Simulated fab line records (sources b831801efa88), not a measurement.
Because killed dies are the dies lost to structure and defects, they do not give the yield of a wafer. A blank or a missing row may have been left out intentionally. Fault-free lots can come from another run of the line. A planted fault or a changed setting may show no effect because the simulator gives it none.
fab line records | flow sky130
record: lots: 12 | wafers: 36 | lastDay: 50
route steps=708 shown METAL3@568 VIA3@576 METAL4@598 PAD_OPEN@708
lots that met no fault: from a run of the same line without faults
startH: the number of hours between the record's first day and the start of the first shown wafer of the lot | waitH: hours since the lot's step before | " repeats the value in the row above | L1.1+2: a row that stands for several wafers | - either no value or no given start | * or withheld: withheld | < > ~ a bound
route shown NAME@n: NAME is a module with steps in the file, n the number in the route of the first one | usual: the fault-free wafers' mean and standard deviation | same: alike in all rows | chamber/n: place in a boat | sites: per-site readings | _std_site: standard deviation of those values | _edge_site: inner sites' mean taken away from outer sites' mean | radiusMm: how far each site lies from the wafer's centre | mask NAME#n: copy n | behind: the last tool/chamber to shape the wafer | hold: reason for holding the lot/hours on hold/outcome of the hold | device: which transistor (n, p or np) failed to switch | end of line: the same wafers' tests at the end of the route | a step with no rows: only its recipe | killed: dies that structure and defects cost at the first sort, which is not the same as the wafer's yield | map: a wafer's dies, x killed, . not, _ none there
set.NAME: the run value of the setting; set.NAME@STEP: its run value at that earlier step | model.NAME: the simulator's own value behind a step, which no gauge read
a sample of lots followed through the steps of the route, with each step as a table and each wafer as a row
services: when a tool's chamber went out of use (startH, in hours from the record's first day, below 0 if earlier), for how many hours, and the reason
== steps ==
step: SKY_METAL3_METAL_ETCH_18
recipe: targetDepthA: 8450 | stopOn: SiO2 | overEtchFrac: 0.3 | timeS: 183.1 | chemistry: Cl2/BCl3 | resistSidewallDeg: 88 | pressureMtorr: 10 | icpW: 900 | biasW: 48.5 | Cl2_flow_sccm: 60 | bcl3FlowSccm: 30
usual: drypumpMotorCurrentA: 5.9/0.5 | oesProductAu: 0.866/0.0062 | rfFwdPowerW: 896.7/3 | throttleValvePct: 22.265/0.0093
lot.wafer | tool        | chamber | startH  | waitH | drypumpMotorCurrentA | oesProductAu | rfFwdPowerW | rfHoursCounterH | throttleValvePct
L497.3    | rieMetal-02 | 0       | 893.56  | 0.1   | 5.5                  | 0.875        | 894.5       | -               | 22.244
L497.5    | "           | 0       | "       | "     | 5.5                  | 0.874        | 899.1       | -               | 22.263
L497.6    | "           | 0       | "       | "     | 5.5                  | 0.865        | 898.5       | -               | 22.264
L496.1    | rieMetal-03 | 1       | 894.80  | 0.0   | 6.4                  | 0.870        | 896.7       | 9               | 22.266
L496.2    | "           | 0       | "       | "     | 6.1                  | 0.878        | 896.3       | 9               | 22.277
L496.5    | "           | 0       | "       | "     | 6.0                  | 0.861        | 895.3       | -               | 22.271
L504.2    | rieMetal-03 | 1       | 959.40  | 0.0   | 6.4                  | 0.857        | 892.7       | 12              | 22.276
L504.4    | "           | 0       | "       | "     | 6.0                  | 0.870        | 896.2       | -               | 22.280
L504.6    | "           | 1       | "       | "     | 6.4                  | 0.863        | 894.3       | -               | 22.266
L505.1    | rieMetal-01 | 1       | 964.69  | 0.0   | 6.1                  | 0.864        | 894.4       | 8               | 22.287
L505.3    | "           | 1       | "       | "     | 6.1                  | 0.861        | 894.5       | -               | 22.266
L505.4    | "           | 0       | "       | "     | 4.9                  | 0.854        | 897.9       | -               | 22.263
L510.1    | rieMetal-01 | 1       | 1004.15 | 0.0   | 6.1                  | 0.855        | 898.8       | 10              | 22.278
L510.3    | "           | 1       | "       | "     | 6.1                  | 0.862        | 894.8       | -               | 22.265
L510.6    | "           | 0       | "       | "     | 4.9                  | 0.859        | 897.1       | -               | 22.276
L511.4    | rieMetal-02 | 0       | 1005.06 | 0.1   | 5.5                  | 0.863        | 897.5       | -               | 22.269
L511.5    | "           | 1       | "       | "     | 6.1                  | 0.866        | 896.9       | -               | 22.268
L511.6    | "           | 0       | "       | "     | 5.5                  | 0.879        | 900.2       | -               | 22.256
L512.1    | rieMetal-03 | 1       | 1018.40 | 0.0   | 6.4                  | 0.869        | 898.9       | 16              | 22.276
L512.4    | "           | 0       | "       | "     | 6.1                  | 0.853        | 891.2       | -               | 22.271
L512.6    | "           | 0       | "       | "     | 6.1                  | 0.868        | 895.7       | -               | 22.273
L514.4    | rieMetal-02 | 1       | 1022.35 | 0.1   | 6.1                  | 0.864        | 899.4       | -               | 22.260
L514.5    | "           | 1       | "       | "     | 6.1                  | 0.849        | 898.0       | -               | 22.275
L514.6    | "           | 0       | "       | "     | 5.5                  | 0.856        | 901.2       | -               | 22.270
L515.3    | rieMetal-01 | 0       | 1030.01 | 0.1   | 4.9                  | 0.865        | 899.0       | -               | 22.272
L515.5    | "           | 0       | "       | "     | 4.9                  | 0.874        | 897.3       | -               | 22.249
L515.6    | "           | 1       | "       | "     | 6.1                  | 0.872        | 895.2       | -               | 22.258
L516.2    | rieMetal-03 | 0       | 1038.40 | 0.0   | 6.0                  | 0.865        | 899.3       | 16              | 22.265
L516.3    | "           | 1       | "       | "     | 6.4                  | 0.866        | 892.5       | -               | 22.274
L516.4    | "           | 0       | "       | "     | 6.0                  | 0.857        | 891.6       | -               | 22.252
L518.1    | rieMetal-01 | 1       | 1043.55 | 0.0   | 6.1                  | 0.863        | 899.0       | 13              | 22.264
L518.2    | "           | 0       | "       | "     | 4.9                  | 0.862        | 895.2       | 16              | 22.272
L518.4    | "           | 0       | "       | "     | 4.9                  | 0.866        | 893.3       | -               | 22.272
L519.3    | rieMetal-02 | 1       | 1050.35 | 0.1   | 6.1                  | 0.875        | 902.0       | -               | 22.279
L519.4    | "           | 0       | "       | "     | 5.5                  | 0.865        | 900.1       | -               | 22.256
L519.5    | "           | 1       | "       | "     | 6.1                  | 0.863        | 898.5       | -               | 22.252
step: SKY_VIA3_BOW_MEAS_03
recipe: mode: bow
usual: VIA3_BOW: 79/7.1
lot.wafer | tool         | chamber | startH  | waitH | VIA3_BOW[um]
L497.3    | filmMetro-01 | -       | 895.49  | 0.2   | 82
L497.5    | "            | -       | "       | "     | 79
L497.6    | "            | -       | "       | "     | 79
L496.1    | filmMetro-02 | -       | 896.29  | 0.1   | 91
L496.2    | "            | -       | "       | "     | 86
L496.5    | "            | -       | "       | "     | 74
L504.2    | filmMetro-01 | -       | 960.75  | 0.1   | 75
L504.4    | "            | -       | "       | "     | 77
L504.6    | "            | -       | "       | "     | 84
L505.1    | filmMetro-01 | -       | 966.01  | 0.2   | 78
L505.3    | "            | -       | "       | "     | 76
L505.4    | "            | -       | "       | "     | 77
L510.1    | filmMetro-02 | -       | 1005.44 | 0.2   | 78
L510.3    | "            | -       | "       | "     | 75
L510.6    | "            | -       | "       | "     | 76
L511.4    | filmMetro-01 | -       | 1006.36 | 0.3   | 74
L511.5    | "            | -       | "       | "     | 71
L511.6    | "            | -       | "       | "     | 82
L512.1    | filmMetro-04 | -       | 1019.72 | 0.1   | 92
L512.4    | "            | -       | "       | "     | 79
L512.6    | "            | -       | "       | "     | 88
L514.4    | filmMetro-02 | -       | 1023.65 | 0.3   | 81
L514.5    | "            | -       | "       | "     | 66
L514.6    | "            | -       | "       | "     | 77
L515.3    | filmMetro-02 | -       | 1031.29 | 0.2   | 72
L515.5    | "            | -       | "       | "     | 87
L515.6    | "            | -       | "       | "     | 77
L516.2    | filmMetro-02 | -       | 1039.74 | 0.3   | 68
L516.3    | "            | -       | "       | "     | 88
L516.4    | "            | -       | "       | "     | 83
L518.1    | filmMetro-02 | -       | 1044.84 | 0.2   | 70
L518.2    | "            | -       | "       | "     | 83
L518.4    | "            | -       | "       | "     | 65
L519.3    | filmMetro-01 | -       | 1051.63 | 0.1   | 78
L519.4    | "            | -       | "       | "     | 69
L519.5    | "            | -       | "       | "     | 72
step: SKY_VIA3_RS_MEAS_22
recipe: thkMeasGauge: four-point-probe | reads: W_of_VIA3_CVD_21+TiN_of_VIA3_SPUTTER_20
usual: VIA3_W_RS: 0.293/0.005
lot.wafer | tool         | chamber | startH  | waitH | VIA3_W_RS[ohm/sq]
L497.3    | filmMetro-01 | -       | 920.89  | 0.1   | 0.293
L497.5    | "            | -       | "       | "     | 0.289
L497.6    | "            | -       | "       | "     | 0.286
L496.1    | filmMetro-04 | -       | 922.05  | 0.1   | 0.291
L496.2    | "            | -       | "       | "     | 0.293
L496.5    | "            | -       | "       | "     | 0.294
L504.2    | filmMetro-01 | -       | 986.37  | 0.2   | 0.284
L504.4    | "            | -       | "       | "     | 0.286
L504.6    | "            | -       | "       | "     | 0.286
L505.1    | filmMetro-01 | -       | 991.45  | 0.1   | 0.293
L505.3    | "            | -       | "       | "     | 0.292
L505.4    | "            | -       | "       | "     | 0.294
L510.1    | filmMetro-04 | -       | 1028.77 | 0.1   | 0.288
L510.3    | "            | -       | "       | "     | 0.290
L510.6    | "            | -       | "       | "     | 0.285
L511.4    | filmMetro-04 | -       | 1030.39 | 0.1   | 0.304
L511.5    | "            | -       | "       | "     | 0.297
L511.6    | "            | -       | "       | "     | 0.303
L512.1    | filmMetro-04 | -       | 1042.40 | 0.1   | 0.293
L512.4    | "            | -       | "       | "     | 0.298
L512.6    | "            | -       | "       | "     | 0.291
L514.4    | filmMetro-04 | -       | 1046.54 | 0.1   | 0.305
L514.5    | "            | -       | "       | "     | 0.305
L514.6    | "            | -       | "       | "     | 0.296
L515.3    | filmMetro-04 | -       | 1052.89 | 0.1   | 0.296
L515.5    | "            | -       | "       | "     | 0.291
L515.6    | "            | -       | "       | "     | 0.293
L516.2    | filmMetro-01 | -       | 1061.48 | 0.1   | 0.287
L516.3    | "            | -       | "       | "     | 0.287
L516.4    | "            | -       | "       | "     | 0.293
L518.1    | filmMetro-02 | -       | 1066.25 | 0.1   | 0.291
L518.2    | "            | -       | "       | "     | 0.301
L518.4    | "            | -       | "       | "     | 0.291
L519.3    | filmMetro-04 | -       | 1072.71 | 0.1   | 0.300
L519.4    | "            | -       | "       | "     | 0.296
L519.5    | "            | -       | "       | "     | 0.305
step: SKY_METAL4_SPUTTER_00
recipe: material: Ti | targetThkNm: 15 | powerW: 3000 | timeS: 10 | chamberPressurePa: 0.4
usual: throttleValvePct: 30.3/1.1
lot.wafer | tool          | chamber | startH  | waitH | throttleValvePct
L497.3    | pvdSputter-03 | -       | 921.33  | 0.1   | 31.8
L497.5    | "             | -       | "       | "     | 32.1
L497.6    | "             | -       | "       | "     | 29.5
L496.1    | pvdSputter-03 | -       | 922.53  | 0.2   | 31.7
L496.2    | "             | -       | "       | "     | 31.9
L496.5    | "             | -       | "       | "     | 28.7
L504.2    | pvdSputter-04 | -       | 986.83  | 0.2   | 29.4
L504.4    | "             | -       | "       | "     | 30.0
L504.6    | "             | -       | "       | "     | 31.2
L505.1    | pvdSputter-04 | -       | 991.93  | 0.1   | 30.0
L505.3    | "             | -       | "       | "     | 29.0
L505.4    | "             | -       | "       | "     | 29.2
L510.1    | pvdSputter-03 | -       | 1029.25 | 0.1   | 31.5
L510.3    | "             | -       | "       | "     | 29.7
L510.6    | "             | -       | "       | "     | 29.4
L511.4    | pvdSputter-03 | -       | 1030.82 | 0.1   | 31.7
L511.5    | "             | -       | "       | "     | 28.7
L511.6    | "             | -       | "       | "     | 29.6
L512.1    | pvdSputter-03 | -       | 1042.88 | 0.2   | 32.0
L512.4    | "             | -       | "       | "     | 28.8
L512.6    | "             | -       | "       | "     | 31.6
L514.4    | pvdSputter-03 | -       | 1046.96 | 0.1   | 31.8
L514.5    | "             | -       | "       | "     | 32.2
L514.6    | "             | -       | "       | "     | 29.3
L515.3    | pvdSputter-03 | -       | 1053.49 | 0.1   | 32.1
L515.5    | "             | -       | "       | "     | 29.6
L515.6    | "             | -       | "       | "     | 31.7
L516.2    | pvdSputter-03 | -       | 1063.08 | 0.1   | 32.2
L516.3    | "             | -       | "       | "     | 28.7
L516.4    | "             | -       | "       | "     | 31.5
L518.1    | pvdSputter-03 | -       | 1066.73 | 0.2   | 31.5
L518.2    | "             | -       | "       | "     | 31.7
L518.4    | "             | -       | "       | "     | 29.3
L519.3    | pvdSputter-02 | -       | 1073.15 | 0.2   | 31.0
L519.4    | "             | -       | "       | "     | 29.7
L519.5    | "             | -       | "       | "     | 30.0
step: SKY_PAD_OPEN_PROBE_99
usual: defectLimitedYield: 82.7/1.9 | killed_at_M0_to_M3: 43/6.8 | killed_at_M4_up: 2.9/1.7 | killedAtContacts: 24/5.4 | killedAtFrontEnd: 15/4.8 | killedAtOther: 0.3/0.57 | killedDies: 85/9.4 | killedOpen: 47/7.5 | killedShort: 38/5.7 | sort_bin_3_pad_short: 0.8/0.37 | sort_bin_5_function: 10.2/1.5 | sort_bin_6_memory: 6.2/1.1 | sortNPass: 407/9.4 | sortYieldPct: 82.7/1.9
same: grossDies: 492 | killedAtBackSide: 0 | sort_bin_4_leakage[%]: 0 | sort_bin_8_speed[%]: 0
lot.wafer | tool      | chamber | startH  | waitH | defectLimitedYield[%] | killed_at_M0_to_M3 | killed_at_M4_up | killedAtContacts | killedAtFrontEnd | killedAtOther | killedDies | killedOpen | killedShort | sort_bin_3_pad_short[%] | sort_bin_5_function[%] | sort_bin_6_memory[%] | sortNPass | sortYieldPct[%]
L504.2    | prober-01 | -       | 1120.72 | 0.1   | 78.3                  | 40                 | 20              | 33               | 14               | 0             | 107        | 51         | 36          | 1.6                     | 12.8                   | 7.3                  | 385       | 78.3
L504.4    | prober-01 | -       | 1120.82 | 0.2   | 74.6                  | 43                 | 41              | 30               | 11               | 0             | 125        | 42         | 43          | 2.6                     | 14.2                   | 8.5                  | 367       | 74.6
L504.6    | prober-01 | -       | 1120.92 | 0.2   | 70.1                  | 53                 | 52              | 26               | 16               | 0             | 147        | 55         | 45          | 2.2                     | 18.9                   | 8.7                  | 345       | 70.1
L505.1    | prober-02 | -       | 1126.15 | 0.1   | 73.8                  | 45                 | 41              | 21               | 22               | 0             | 129        | 51         | 40          | 1.4                     | 17.3                   | 7.5                  | 363       | 73.8
L505.3    | prober-02 | -       | 1126.25 | 0.2   | 70.9                  | 46                 | 50              | 31               | 15               | 1             | 143        | 60         | 36          | 3.5                     | 17.1                   | 8.5                  | 349       | 70.9
L505.4    | prober-02 | -       | 1126.30 | 0.2   | 80.9                  | 26                 | 22              | 22               | 23               | 1             | 94         | 33         | 43          | 2.6                     | 10.8                   | 5.7                  | 398       | 80.9
L515.5    | prober-02 | -       | 1173.42 | 0.2   | 86.4                  | 41                 | 5               | 12               | 8                | 1             | 67         | 32         | 35          | 0.4                     | 8.1                    | 5.1                  | 425       | 86.4
killed by level:class
L504.2 METAL4:unspecified=20 CONTACT:geometricParticle:open=12 VIA1:geometricParticle:open=9 LI_CONTACT:geometricParticle:open=8 CONTACT:geometricParticle:short=7 VIA3:geometricParticle:open=7 POLY_GATE:geometricParticle:open=5 LI_CONTACT:geometricParticle:short=5
L504.4 METAL4:unspecified=40 LOCAL_INTERCONNECT:geometricParticle:short=9 CONTACT:geometricParticle:open=8 VIA1:geometricParticle:open=8 VIA3:geometricParticle:open=7 LI_CONTACT:geometricParticle:open=6 METAL2:geometricParticle:short=6 VIA2:geometricParticle:open=6
L504.6 METAL4:unspecified=47 CONTACT:geometricParticle:open=12 VIA3:geometricParticle:open=12 METAL2:geometricParticle:short=9 VIA1:geometricParticle:open=8 FIELD_ISO:geometricParticle:open=6 LI_CONTACT:geometricParticle:open=6 METAL3:geometricParticle:short=6
L505.1 METAL4:unspecified=38 CONTACT:geometricParticle:open=9 VIA2:geometricParticle:open=9 VIA3:geometricParticle:open=8 VIA1:geometricParticle:open=7 METAL2:geometricParticle:short=6 FIELD_ISO:geometricParticle:open=5 POLY_GATE:geometricParticle:open=5
L505.3 METAL4:unspecified=47 CONTACT:geometricParticle:open=16 VIA1:geometricParticle:open=11 VIA3:geometricParticle:open=9 FIELD_ISO:geometricParticle:open=6 VIA2:geometricParticle:open=6 CONTACT:geometricParticle:short=5 METAL2:geometricParticle:short=5
L505.4 METAL4:unspecified=18 CONTACT:geometricParticle:open=8 FIELD_ISO:geometricParticle:short=6 LI_CONTACT:geometricParticle:open=6 POLY_GATE:geometricParticle:short=5 VIA2:geometricParticle:short=5 FIELD_ISO:geometricParticle:open=4 VIA2:geometricParticle:open=4
L515.5 VIA1:geometricParticle:open=14 METAL3:geometricParticle:short=5 METAL4:geometricParticle:short=5 LOCAL_INTERCONNECT:geometricParticle:short=4 CONTACT:geometricParticle:open=4 METAL1:geometricParticle:short=4 METAL2:geometricParticle:short=4 POLY_GATE:geometricParticle:open=3
== services ==
tool          | chamber | startH  | hours | kind
rieMetal-02   | 1       | 884.07  | -     | clean
rieMetal-02   | 1       | 884.07  | 21.5  | scheduledDown
rieMetal-02   | 1       | 884.07  | 21.5  | ventCycle
pvdSputter-04 | 2       | 906.91  | -     | consumableReplace:kit
pvdSputter-04 | 2       | 906.91  | 18.0  | scheduledDown
pvdSputter-04 | 2       | 906.91  | 18.0  | ventCycle
pvdSputter-02 | -       | 913.96  | 2.0   | repair
pvdSputter-04 | -       | 931.35  | 1.4   | repair
pvdSputter-03 | -       | 948.12  | 3.5   | repair
pvdSputter-03 | -       | 955.13  | 5.2   | repair
rieMetal-02   | 0       | 982.48  | 9.1   | repair
pvdSputter-03 | -       | 987.20  | 4.1   | repair
pvdSputter-02 | -       | 990.04  | 1.2   | repair
rieMetal-01   | -       | 1005.90 | 2.8   | pm
pvdSputter-03 | -       | 1010.32 | 1.1   | repair
pvdSputter-04 | 1       | 1017.22 | -     | consumableReplace:kit
pvdSputter-04 | 1       | 1017.22 | 18.0  | scheduledDown
pvdSputter-04 | 1       | 1017.22 | 18.0  | ventCycle
pvdSputter-03 | 1       | 1020.95 | -     | consumableReplace:kit
pvdSputter-03 | 1       | 1020.95 | 18.0  | scheduledDown
pvdSputter-03 | 1       | 1020.95 | 18.0  | ventCycle
pvdSputter-02 | -       | 1041.37 | 15.8  | repair
== key ==
firstSign: step: SKY_PAD_OPEN_PROBE_99 | reading: killed_at_M4_up | direction: up | sigmas: 20 | usual: 2.9 | struck: 37.7
effect: step: SKY_PAD_OPEN_PROBE_99 | reading: sortNPass | direction: down | sigmas: 4.2 | usual: 407 | struck: 368 | wafersMoved: 4
metAt SKY_METAL4_SPUTTER_00
struckLots L504,L505
notActingAt SKY_METAL3_METAL_ETCH_18,SKY_VIA3_BOW_MEAS_03,SKY_VIA3_RS_MEAS_22
fault: kind: chamberParticleSource | tool: pvdSputter-04 | chamber: - | onsetH: 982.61 | steps: SKY_METAL4_SPUTTER_00 | ratePerVisitCm2: 0.55906 | endH: 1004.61
